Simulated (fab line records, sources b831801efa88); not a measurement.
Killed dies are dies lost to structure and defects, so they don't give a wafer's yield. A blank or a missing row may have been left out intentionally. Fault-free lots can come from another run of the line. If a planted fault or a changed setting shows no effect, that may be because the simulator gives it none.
fab line records    flow sfq_line
[record] lots = 7  wafers = 21  last_day = 83
route steps=325 shown M7@291 I7@296
lots untouched by any fault: they come from a run of this same line in which no faults occurred
start_h: hours from the record's first day to the start of the lot's first wafer shown    wait_h: hours since the lot's step before    " unchanged from the row above    L1.1+2: a single row standing in for several wafers    - no value, or no start was given    * or withheld: withheld    < > ~ a bound
route shown NAME@n: a module of which the file shows steps, and the number in the route of the first    usual: the fault-free wafers' mean and standard deviation    same: alike in all rows    chamber/n: place in a boat    sites: the reading at each site    _std_site: the values' standard deviation    _edge_site: outer sites' mean less inner sites'    radius_mm: for every site, how far away it sits from the centre of the wafer    mask NAME#n: copy n    behind: the tool/chamber that last shaped the wafer    hold: what put the lot on hold/how long, in hours/how the hold closed    device: the transistor (n, p or np) that didn't switch    end of line: at the end of the route, the tests of the same wafers    step lacking rows: just its recipe    killed: dies that structure and defects cost at the first sort, which is not the same as the wafer's yield    map: shows each die of a wafer: x if killed, . if not, _ if none is there
set.NAME: the setting that was run; set.NAME@STEP: the one run at that earlier step    model.NAME: the simulator's own value behind a step, which no gauge read
a table for each step, a row for each wafer; lots at some steps of the route
services: the hour from which a tool's chamber was out of use, counted from the record's first day as start_h (under 0 if before that day), plus the number of hours and why
[[steps]]
[step SFQ_M7_OVL_MEAS_945]
[usual] M7_OVL = 2/5.1
lot.wafer  tool        chamber  start_h  wait_h  M7_OVL[nm]
L845.1     overlay-02  -        1634.55  0.1     -3
L845.3     "           -        "        "       -7
L845.4     "           -        "        "       0
L853.2     overlay-02  -        1731.56  0.1     -4
L853.3     "           -        "        "       0
L853.5     "           -        "        "       5
L854.1     overlay-02  -        1741.74  0.1     6
L854.2     "           -        "        "       2
L854.3     "           -        "        "       10
L855.2     overlay-02  -        1750.14  0.1     -2
L855.4     "           -        "        "       -1
L855.6     "           -        "        "       -5
L862.1     overlay-02  -        1862.98  0.1     3
L862.4     "           -        "        "       1
L862.6     "           -        "        "       3
L864.2     overlay-02  -        1891.07  0.1     2
L864.4     "           -        "        "       7
L864.5     "           -        "        "       10
L868.1     overlay-02  -        1901.87  0.1     9
L868.2     "           -        "        "       11
L868.3     "           -        "        "       1
[step SFQ_TRILAYER_M7_BARC_OPEN_METAL_ETCH_229]
[recipe] mask_material = PR  chemistry = O2  target_depth_nm = 125  target = BARC  icp_w = 600  bias_w = 80  pressure_mtorr = 10  time_s = 41.7
[step SFQ_TRILAYER_M7_ETCH_METAL_ETCH_180]
[recipe] target = Nb  stop_on = SiO2  mask_material = PR  chemistry = Cl2/Ar  target_depth_nm = 240  icp_w = 600  bias_w = 80  pressure_mtorr = 10  time_s = 120
[usual] drypump_motor_current_A = 5.9/0.53  oes_product_au = 0.896/0.0064
lot.wafer  tool          chamber  start_h  wait_h  drypump_motor_current_A  oes_product_au  rf_hours_counter_h
L845.1     rie_metal-04  0        1634.64  0.0     6.2                      0.889           49
L845.3     "             0        "        "       6.2                      0.894           -
L845.4     "             1        "        "       5.3                      0.883           -
L853.2     rie_metal-02  1        1731.65  0.0     5.9                      0.895           80
L853.3     "             0        "        "       6.6                      0.898           -
L853.5     "             1        "        "       5.9                      0.890           -
L854.1     rie_metal-04  0        1741.83  0.0     6.2                      0.885           67
L854.2     "             1        "        "       5.3                      0.882           83
L854.3     "             1        "        "       5.3                      0.893           -
L855.2     rie_metal-02  1        1750.23  0.0     6.0                      0.898           83
L855.4     "             1        "        "       6.0                      0.893           -
L855.6     "             0        "        "       6.6                      0.887           -
L862.1     rie_metal-02  0        1863.08  0.0     6.6                      0.893           48
L862.4     "             1        "        "       5.9                      0.891           -
L862.6     "             1        "        "       5.9                      0.893           -
L864.2     rie_metal-03  1        1891.16  0.0     5.0                      0.890           49
L864.4     "             1        "        "       5.0                      0.899           -
L864.5     "             1        "        "       5.0                      0.898           -
L868.1     rie_metal-04  0        1901.96  0.0     6.2                      0.903           95
L868.2     "             1        "        "       5.3                      0.902           105
L868.3     "             1        "        "       5.3                      0.908           -
[step SFQ_TRILAYER_M7_STRIP_STRIP_181]
[recipe] gas = O2  power_w = 200  platen_temp_c = 40  overash_fraction = 0.65  chemistry = O2  pressure_mtorr = 50
[usual] drypump_motor_current_A = 5.9/0.53  oes_product_au = 0.998/0.0097
lot.wafer  tool          chamber  start_h  wait_h  drypump_motor_current_A  oes_product_au  rf_hours_counter_h
L845.1     rie_metal-04  0        1634.77  0.1     6.2                      1.012           49
L845.3     "             0        "        "       6.2                      1.010           -
L845.4     "             1        "        "       5.3                      1.025           -
L853.2     rie_metal-02  1        1731.77  0.1     6.0                      0.991           80
L853.3     "             0        "        "       6.6                      0.990           -
L853.5     "             1        "        "       6.0                      0.990           -
L854.1     rie_metal-04  0        1741.96  0.1     6.2                      0.993           67
L854.2     "             1        "        "       5.3                      1.008           84
L854.3     "             1        "        "       5.3                      1.002           -
L855.2     rie_metal-02  1        1750.36  0.1     6.0                      1.000           83
L855.4     "             1        "        "       5.9                      0.991           -
L855.6     "             0        "        "       6.6                      0.988           -
L862.1     rie_metal-02  0        1863.20  0.1     6.6                      0.986           48
L862.4     "             1        "        "       5.9                      0.984           -
L862.6     "             1        "        "       5.9                      0.986           -
L864.2     rie_metal-03  1        1891.29  0.1     5.0                      1.002           49
L864.4     "             1        "        "       5.0                      1.015           -
L864.5     "             1        "        "       5.0                      1.009           -
L868.1     rie_metal-04  0        1902.09  0.1     6.2                      1.004           95
L868.2     "             1        "        "       5.3                      1.015           105
L868.3     "             1        "        "       5.3                      1.011           -
[step SFQ_TRILAYER_M7_STRIP_SOLV_CLEAN_182]
[recipe] chemistry = NMP  temp_c = 70  time_s = 600
[step SFQ_TRILAYER_I7_DEP_PECVD_183]
[recipe] material = SiO2  temp_c = 150  time_s = 111.11  pressure_torr = 2.4  rf_w = 183.3  precursor = SiH4/N2O  target_thk_nm = 500
[usual] heater_power_w = 81/14  susceptor_temp_C = 150.01/0.14  throttle_valve_pct = 24.8/1.5
lot.wafer  tool      chamber  start_h  wait_h  heater_power_w  susceptor_temp_C  throttle_valve_pct
L845.1     pecvd-01  1        1635.54  0.0     88              150.03            24.9
L845.3     "         0        "        "       100             149.88            25.5
L845.4     "         2        "        "       57              150.05            26.6
L853.2     pecvd-04  2        1732.55  0.0     74              150.20            24.1
L853.3     "         0        "        "       74              149.98            24.3
L853.5     "         2        "        "       75              150.12            24.0
L854.1     pecvd-03  2        1742.73  0.0     76              150.17            26.9
L854.2     "         1        "        "       75              150.30            23.1
L854.3     "         0        "        "       97              149.83            25.5
L855.2     pecvd-01  1        1751.13  0.0     74              150.19            24.3
L855.4     "         0        "        "       111             149.93            25.6
L855.6     "         1        "        "       78              150.34            24.5
L862.1     pecvd-04  1        1863.98  0.0     81              150.05            23.1
L862.4     "         0        "        "       73              149.79            24.3
L862.6     "         2        "        "       68              149.97            24.2
L864.2     pecvd-03  2        1892.08  0.0     81              149.71            28.0
L864.4     "         1        "        "       66              149.98            23.4
L864.5     "         0        "        "       95              150.10            26.0
L868.1     pecvd-04  2        1902.86  0.0     78              150.09            24.2
L868.2     "         1        "        "       78              150.03            23.0
L868.3     "         0        "        "       75              150.09            24.4
[step SFQ_TRILAYER_I7_CMP_CMP_184]
[recipe] material = SiO2  down_force_psi = 3  platen_rpm = 60  pad_velocity_m_s = 0.94248
[usual] motor_current_A = 10.6/0.57  time_to_endpoint_s = 213/5.9
lot.wafer  tool    chamber  start_h  wait_h  motor_current_A  time_to_endpoint_s
L845.4     cmp-02  3        1640.90  5.3     11.0             213
L845.1     "       1        1641.90  6.3     10.3             208
L845.3     "       2        "        "       11.2             210
L853.3     cmp-01  3        1734.55  2.0     10.9             208
L853.2     "       1        1735.55  3.0     11.0             217
L853.5     "       3        1736.55  3.9     10.9             205
L854.2     cmp-02  1        1743.41  0.6     10.0             220
L854.3     "       2        "        "       11.6             211
L854.1     "       3        "        "       10.6             210
L855.2     cmp-02  3        1752.53  1.4     10.9             207
L855.4     "       1        1753.53  2.3     9.9              213
L855.6     "       3        1754.53  3.3     10.8             207
L862.1     cmp-01  0        1864.06  0.0     11.2             214
L862.4     "       2        1865.06  1.0     10.3             213
L862.6     "       0        1866.06  2.0     10.7             214
L864.2     cmp-02  3        1892.16  0.0     10.2             206
L864.4     "       0        "        "       9.9              215
L864.5     "       0        1894.66  2.5     10.1             220
L868.2     cmp-01  1        1903.28  0.4     10.5             205
L868.3     "       2        "        "       11.0             214
L868.1     "       0        1904.78  1.9     10.4             214
[step SFQ_I7_BOW_MEAS_946]
[recipe] mode = bow
[usual] I7_BOW = 6/10
lot.wafer  tool           chamber  start_h  wait_h  I7_BOW[um]
L845.1     film_metro-01  -        1643.90  1.5     8
L845.3     "              -        "        "       12
L845.4     "              -        "        "       21
L853.2     film_metro-02  -        1737.57  1.5     -3
L853.3     "              -        "        "       -11
L853.5     "              -        "        "       2
L854.1     film_metro-01  -        1745.91  1.0     -1
L854.2     "              -        "        "       6
L854.3     "              -        "        "       9
L855.2     film_metro-03  -        1755.05  2.0     8
L855.4     "              -        "        "       1
L855.6     "              -        "        "       14
L862.1     film_metro-01  -        1867.06  2.5     32
L862.4     "              -        "        "       18
L862.6     "              -        "        "       24
L864.2     film_metro-01  -        1895.18  2.5     22
L864.4     "              -        "        "       1
L864.5     "              -        "        "       25
L868.1     film_metro-02  -        1906.28  1.0     0
L868.2     "              -        "        "       8
L868.3     "              -        "        "       4
[step SFQ_TRILAYER_I7_METRO_MEASURE_185]
[usual] thk_nm = 199.9/0.87
lot.wafer  tool           chamber  start_h  wait_h  thk_nm
L845.1     film_metro-01  -        1644.02  0.1     200.9
L845.3     "              -        "        "       199.9
L845.4     "              -        "        "       199.9
L853.2     film_metro-02  -        1737.87  0.3     201.7
L853.3     "              -        "        "       200.1
L853.5     "              -        "        "       200.5
L854.1     film_metro-01  -        1746.03  0.1     198.7
L854.2     "              -        "        "       200.2
L854.3     "              -        "        "       199.7
L855.2     film_metro-03  -        1755.35  0.3     199.5
L855.4     "              -        "        "       200.6
L855.6     "              -        "        "       200.0
L862.1     film_metro-01  -        1867.18  0.1     199.5
L862.4     "              -        "        "       199.8
L862.6     "              -        "        "       199.5
L864.2     film_metro-01  -        1895.48  0.3     199.4
L864.4     "              -        "        "       199.5
L864.5     "              -        "        "       199.5
L868.1     film_metro-02  -        1906.40  0.1     200.2
L868.2     "              -        "        "       199.9
L868.3     "              -        "        "       199.3
[step SFQ_TRILAYER_I7_VIA_LITHO_COAT_192]
[recipe] resist = BARC  spin_rpm = 3000  resist_thk_nm = 62
[step SFQ_TRILAYER_I7_VIA_LITHO_COAT_187]
[recipe] resist = KrF  spin_rpm = 3000  resist_thk_nm = 650
[step SFQ_TRILAYER_I7_VIA_LITHO_SOFTBAKE_191]
[recipe] temp_c = withheld  time_s = withheld  resist = KrF
[step SFQ_TRILAYER_I7_VIA_LITHO_EXPOSE_188]
[recipe] mask_id = I7  na = 0.6  source_shape = conventional  sigma_outer = 0.65  target_cd_nm = 1000  dose_mj = 21.3
lot.wafer   tool            chamber  start_h  wait_h  mask
L845.1+3+4  krf_scanner-02  0        1669.05  -       I7#0
L853.2+3+5  krf_scanner-02  0        1742.84  -       I7#0
L854.1+2+3  krf_scanner-02  0        1752.24  -       I7#0
L855.2+4+6  krf_scanner-02  0        1760.84  -       I7#0
L862.1+4+6  krf_scanner-01  0        1869.25  -       I7#0
L864.2+4+5  krf_scanner-02  0        1899.37  -       I7#0
L868.1+2+3  krf_scanner-02  0        1913.57  -       I7#0
[step SFQ_TRILAYER_I7_VIA_LITHO_PEB_190]
[recipe] peb_temp_c = 115  peb_time_s = 60  resist = KrF
[step SFQ_TRILAYER_I7_VIA_LITHO_DEVELOP_189]
[recipe] time_s = 60  resist = KrF
[step SFQ_I7_OVL_MEAS_947]
[usual] I7_OVL = 3/6.2
lot.wafer  tool        chamber  start_h  wait_h  I7_OVL[nm]
L845.1     overlay-02  -        1670.55  0.1     3
L845.3     "           -        "        "       3
L845.4     "           -        "        "       0
L853.2     overlay-02  -        1744.14  0.1     4
L853.3     "           -        "        "       5
L853.5     "           -        "        "       5
L854.1     overlay-02  -        1753.74  0.1     12
L854.2     "           -        "        "       -1
L854.3     "           -        "        "       13
L855.2     overlay-02  -        1762.14  0.1     7
L855.4     "           -        "        "       3
L855.6     "           -        "        "       1
L862.1     overlay-01  -        1870.75  0.1     -4
L862.4     "           -        "        "       -7
L862.6     "           -        "        "       -2
L864.2     overlay-02  -        1900.67  0.1     15
L864.4     "           -        "        "       11
L864.5     "           -        "        "       11
L868.1     overlay-02  -        1915.07  0.1     18
L868.2     "           -        "        "       1
L868.3     "           -        "        "       15
[step SFQ_TRILAYER_I7_VIA_BARC_OPEN_VIA_ETCH_260]
[recipe] mask_material = PR  chemistry = O2  target_depth_nm = 125  target = BARC  source_w = 500  bias_w = 80  pressure_mtorr = 30  time_s = 41.7
[usual] drypump_motor_current_A = 5.6/0.46  oes_product_au = 0.685/0.0048
lot.wafer  tool         chamber  start_h  wait_h  drypump_motor_current_A  oes_product_au  rf_hours_counter_h  model.I7.cd_nm
L845.1     rie_diel-04  2        1670.58  0.0     5.5                      0.681           2                   1002
L845.3     "            1        "        "       4.8                      0.691           3                   1002
L845.4     "            0        "        "       6.1                      0.689           11                  1001
L853.2     rie_diel-02  1        1744.17  0.0     5.1                      0.693           1                   1045
L853.3     "            2        "        "       5.6                      0.689           7                   1033
L853.5     "            0        "        "       6.4                      0.684           -                   1019
L854.1     rie_diel-04  3        1753.77  0.0     5.6                      0.681           7                   1028
L854.2     "            1        "        "       4.8                      0.685           4                   1007
L854.3     "            0        "        "       6.1                      0.688           12                  1027
L855.2     rie_diel-04  2        1762.17  0.0     5.6                      0.685           3                   1050
L855.4     "            1        "        "       4.9                      0.692           4                   1006
L855.6     "            0        "        "       6.1                      0.690           -                   1052
L862.1     rie_diel-04  1        1870.79  0.0     4.8                      0.683           5                   1003
L862.4     "            0        "        "       6.1                      0.686           13                  1001
L862.6     "            1        "        "       4.8                      0.678           -                   1002
L864.2     rie_diel-03  0        1900.70  0.0     6.3                      0.689           16                  1000
L864.4     "            3        "        "       5.7                      0.682           8                   1001
L864.5     "            2        "        "       5.5                      0.689           -                   999.7
L868.1     rie_diel-02  2        1915.10  0.0     5.6                      0.694           11                  997.2
L868.2     "            3        "        "       5.3                      0.687           13                  1000
L868.3     "            0        "        "       6.4                      0.691           18                  999.1
[step SFQ_TRILAYER_I7_VIA_ETCH_VIA_ETCH_190]
[recipe] target = SiO2  stop_on = Nb  mask_material = PR  taper_deg = 20  chemistry = CHF3  target_depth_nm = 260  source_w = 500  bias_w = 80  pressure_mtorr = 30  time_s = withheld
[usual] drypump_motor_current_A = 5.6/0.45  oes_product_au = 0.854/0.0049
lot.wafer  tool         chamber  start_h  wait_h  drypump_motor_current_A  oes_product_au  model.I7.cd_nm
L845.1     rie_diel-04  2        1670.62  0.0     5.6                      0.855           1003
L845.3     "            1        "        "       4.9                      0.852           1002
L845.4     "            0        "        "       6.1                      0.849           1001
L853.2     rie_diel-02  1        1744.21  0.0     5.1                      0.860           1045
L853.3     "            2        "        "       5.6                      0.856           1034
L853.5     "            0        "        "       6.4                      0.852           1019
L854.1     rie_diel-04  3        1753.81  0.0     5.5                      0.852           1029
L854.2     "            1        "        "       4.8                      0.844           1008
L854.3     "            0        "        "       6.1                      0.854           1026
L855.2     rie_diel-04  2        1762.21  0.0     5.6                      0.853           1050
L855.4     "            1        "        "       4.8                      0.857           1006
L855.6     "            0        "        "       6.2                      0.860           1051
L862.1     rie_diel-04  1        1870.83  0.0     4.8                      0.855           1002
L862.4     "            0        "        "       6.2                      0.860           999.7
L862.6     "            1        "        "       4.8                      0.847           1001
L864.2     rie_diel-03  0        1900.74  0.0     6.3                      0.859           999.6
L864.4     "            3        "        "       5.7                      0.848           1001
L864.5     "            2        "        "       5.4                      0.860           999.6
L868.1     rie_diel-02  2        1915.14  0.0     5.6                      0.859           996.8
L868.2     "            3        "        "       5.3                      0.858           1000
L868.3     "            0        "        "       6.4                      0.858           1001
[step SFQ_TRILAYER_I7_VIA_STRIP_STRIP_191]
[recipe] gas = O2  power_w = 200  platen_temp_c = 40  overash_fraction = 0.65  chemistry = O2  pressure_mtorr = 50
[[services]]
tool            chamber  start_h  hours  kind
film_metro-01   -        1624.23  5.7    pm
cmp-02          -        1626.64  8.3    pm
rie_diel-02     -        1637.06  2.8    pm
rie_diel-02     3        1659.84  3.4    repair
cmp-02          -        1667.90  4.7    pm
krf_scanner-02  -        1668.07  0.2    repair
film_metro-01   -        1672.32  0.6    pm
rie_diel-04     3        1673.78  20.3   repair
krf_scanner-02  -        1683.45  1.0    pm
rie_metal-02    1        1685.65  4.7    repair
cmp-02          -        1685.85  2.0    repair
rie_diel-04     2        1692.74  8.1    repair
rie_metal-04    -        1761.46  1.6    repair
krf_scanner-02  -        1782.24  1.3    pm
rie_diel-04     0        1802.91  2.8    repair
rie_metal-04    1        1828.89  28.8   repair
rie_diel-04     0        1840.31  13.9   repair
krf_scanner-02  -        1842.61  4.4    pm
krf_scanner-02  -        1852.41  1.0    pm
rie_diel-04     0        1856.10  8.6    repair
krf_scanner-02  -        1869.66  0.2    repair
krf_scanner-02  -        1870.39  5.5    repair
krf_scanner-02  -        1874.47  1.6    repair
krf_scanner-02  -        1903.47  0.2    repair
[[key]]
first_sign none at tools or gauges
[model_effect] step = SFQ_TRILAYER_I7_VIA_BARC_OPEN_VIA_ETCH_260  value = I7.cd_nm  without = 999.4  struck = 1030
[model_effect] step = SFQ_TRILAYER_I7_VIA_ETCH_VIA_ETCH_190  value = I7.cd_nm  without = 999.3  struck = 1030
met_at SFQ_TRILAYER_I7_VIA_LITHO_EXPOSE_188
struck_wafers L853.2,L853.3,L853.5,L854.1,L854.2,L854.3,L855.2,L855.4,L855.6
onset_between 1669.05 1742.84
[fault] kind = process_parameter_drift  tool = krf_scanner-02  chamber = -  onset_h = 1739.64  steps = SFQ_TRILAYER_I7_VIA_LITHO_EXPOSE_188  channel = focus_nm  offset = 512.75  spread_by_wafer = 0.3  shape = step  end_h = 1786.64
